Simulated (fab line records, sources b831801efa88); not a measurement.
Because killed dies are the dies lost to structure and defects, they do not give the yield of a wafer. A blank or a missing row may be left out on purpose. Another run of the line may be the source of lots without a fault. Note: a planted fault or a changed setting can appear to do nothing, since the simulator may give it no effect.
Split-lot study -- flow sfqLine -- 23 wafers read across 5 lots, on a route 325 steps long

## ON THE SPLIT
At SFQ_TRILAYER_M6_DEP_SPUTTER_157 (material Nb, target thk 200 nm, time 133.3 s), the setting powerW was moved away from the recipe's 2000 W on 9 of the 23 wafers read, by -10.8% to +8.3%. The other wafers ran this setting at the recipe's value.

## FROM THE SPLIT TO THE READING: what the file shows between them, 6 steps
- SFQ_M6_RS_MEAS_938: measures by four-point-probe
- SFQ_TRILAYER_M6_LITHO_COAT_159: resist thk 600 nm (also split here: spinRpm)
- SFQ_TRILAYER_M6_LITHO_SOFTBAKE_163
- SFQ_TRILAYER_M6_LITHO_EXPOSE_160: exposes mask M6, target cd 500 nm
- SFQ_TRILAYER_M6_LITHO_DEVELOP_161: time 60 s
- SFQ_TRILAYER_M6_BARC_OPEN_METAL_ETCH_206: etches BARC in O2, target depth 125 nm, time 41.7 s

## THE READING
oesProductAu, in a.u., at SFQ_TRILAYER_M6_ETCH_METAL_ETCH_162 (etches Nb in Cl2/Ar, stops on SiO2, target depth 240 nm, time 116.9 s). A value of 0.907 a.u. with a standard deviation of 0.007 a.u. is what fault-free wafers of this fab line usually give.

wafer,"tool, chamber at the split","powerW as run, W",against the recipe,"oesProductAu, a.u.",against lot-mates on the recipe
L076.1,"pvdSputter-05, -",2000,recipe,0.919,-
L076.2,"pvdSputter-05, -",1785,-10.8%,0.849,-0.067
L076.3,"pvdSputter-05, -",1785,-10.8%,0.850,-0.066
L076.4,"pvdSputter-05, -",2000,recipe,0.912,-
L076.5,"pvdSputter-05, -",1785,-10.8%,0.849,-0.067
L079.1,"pvdSputter-03, -",2165,+8.3%,0.956,+0.050
L079.2,"pvdSputter-03, -",2000,recipe,0.905,-
L079.4,"pvdSputter-03, -",2165,+8.3%,0.945,+0.039
L079.5,"pvdSputter-03, -",2000,recipe,0.906,-
L079.6,"pvdSputter-03, -",2165,+8.3%,0.961,+0.055
L080.1,"pvdSputter-03, -",1920,-4.0%,0.888,-0.019
L080.2,"pvdSputter-03, -",1920,-4.0%,0.888,-0.019
L080.3,"pvdSputter-03, -",1920,-4.0%,0.883,-0.024
L080.4,"pvdSputter-03, -",2000,recipe,0.907,-
L080.6,"pvdSputter-03, -",2000,recipe,0.907,-
L083.1,"pvdSputter-05, -",2000,recipe,0.897,-
L083.5,"pvdSputter-05, -",2000,recipe,0.907,-
L083.6,"pvdSputter-05, -",2000,recipe,0.912,-
L085.2,"pvdSputter-03, -",2000,recipe,0.918,-
L085.3,"pvdSputter-03, -",2000,recipe,0.895,-
L085.4,"pvdSputter-03, -",2000,recipe,0.911,-
L085.5,"pvdSputter-03, -",2000,recipe,0.902,-
L085.6,"pvdSputter-03, -",2000,recipe,0.911,-

FIT RESULTS
A straight line over all 23 wafers: oesProductAu changes by +0.0055 a.u. for each +1% of powerW; r = +0.98; the points scatter about the line by 0.006 a.u.
The same after taking each lot's own level away (the mean of its wafers on the recipe; 23 wafers): +0.00598 a.u. for each +1%; r = +0.98; scatter 0.0056 a.u.
According to that fit, moving powerW by its largest amount changes the reading by 0.064 a.u.
From 0.9053 to 0.9155 a.u.: that is the span of the lots' own levels, equal to 1.5 times the standard deviation above.
Hence the lot-to-lot level has little effect on the slope; both slopes agree.
Check: for one of the wafers moved furthest among these (-10.8%), held out of the fit, the line's prediction against its lot-mates is -0.0637 a.u. Against them it came out at -0.0665 a.u.

## THE OTHER SPLITS THESE WAFERS WENT THROUGH
Before the reading, these wafers also passed through other splits. Each is held against what the fit with the lots' levels taken away leaves over:
other split on the same wafers,wafers away from the commonest value,r with oesProductAu (lot level and that fit taken away)
SFQ_TRILAYER_M5_BARC_OPEN_METAL_ETCH_161 icpW,10,+0.23
SFQ_TRILAYER_I5_LITHO_COAT_149 spinRpm,7,+0.23
SFQ_TRILAYER_C5_LITHO_EXPOSE_152 doseMj,8,+0.18
SFQ_TRILAYER_M6_LITHO_COAT_159 spinRpm,8,-0.34

## THE WHOLE CHAIN: every reading that the file lists as answering this split, in the file's order
step,what it does,reading,change (the file's fit),r (the file's)
SFQ_TRILAYER_M6_DEP_SPUTTER_157,"material Nb, target thk 200 nm, time 133.3 s","Nb_of_TRILAYER_M6_DEP_SPUTTER_157.thkNm (the simulator's own value, which no gauge read)",+2.04 nm for each +1% of the setting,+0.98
SFQ_M6_RS_MEAS_938,measures by four-point-probe,M6_NB_RS,-0.00961 for each +1% of the setting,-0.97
SFQ_TRILAYER_M6_ETCH_METAL_ETCH_162,"etches Nb in Cl2/Ar, stops on SiO2, target depth 240 nm, time 116.9 s",oesProductAu,+0.00599 a.u. for each +1% of the setting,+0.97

## THE FILE'S OWN FIT
oesProductAu changes by +0.00599 a.u. for each +1% of powerW, r = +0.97.
